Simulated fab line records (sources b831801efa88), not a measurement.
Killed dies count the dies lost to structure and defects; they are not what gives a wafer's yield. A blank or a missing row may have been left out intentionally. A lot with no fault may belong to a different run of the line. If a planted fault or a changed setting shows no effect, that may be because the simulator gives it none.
Matching of chambers + flow gf180mcu + rie-diel-04 running GF_M5_ETCH_09: 4 sister chambers
The step etches Si3N4 in CF4/O2, target depth 52 nm, time 11.6 s. 4 wafers are shown with their chamber, then 8 later ones without.

WAFERS, EACH WITH ITS CHAMBER
| wafer  | chamber | drypump-motor-current-A (A) |
|--------|---------|-----------------------------|
| L085.4 | 3       | 5.9                         |
| L085.5 | 1       | 6.0                         |
| L085.6 | 2       | 5.3                         |
| L089.1 | 0       | 5.6                         |

WAFERS WITHOUT THEIR CHAMBER
| wafer  | drypump-motor-current-A (A) |
|--------|-----------------------------|
| L089.5 | 5.6                         |
| L089.6 | 6.0                         |
| L090.2 | 5.9                         |
| L090.3 | 5.4                         |
| L090.5 | 5.4                         |
| L093.3 | 5.9                         |
| L093.4 | 5.9                         |
| L093.6 | 5.6                         |

CHAMBER TAKEN BY EACH
| wafer  | from the rows above     | in truth |
|--------|-------------------------|----------|
| L089.5 | 0                       | 0        |
| L089.6 | can't be placed: 1 or 3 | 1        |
| L090.2 | can't be placed: 3 or 1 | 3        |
| L090.3 | can't be placed: 2 or 0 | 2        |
| L090.5 | can't be placed: 2 or 0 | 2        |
| L093.3 | can't be placed: 3 or 1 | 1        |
| L093.4 | can't be placed: 3 or 1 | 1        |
| L093.6 | 0                       | 0        |
Correct placement for 2 of the 8. Can't be placed from these rows: 6 (the true chamber is among the candidates in 6). Placed wrongly: 0.
How it was worked out, from the rows above alone: a wafer's distance from a chamber is the root of the sum, over the readings, of the square of ((its reading less the chamber's mean) divided by the reading's scatter). The wafer belongs to the nearest chamber; if the next one is less than 2 further off, it can't be placed. The mean given for a chamber averages the wafers shown for that chamber. The scatter (one wafer shown for each chamber): square how far every hidden wafer sits from the nearest shown wafer, average those squares and take the square root.
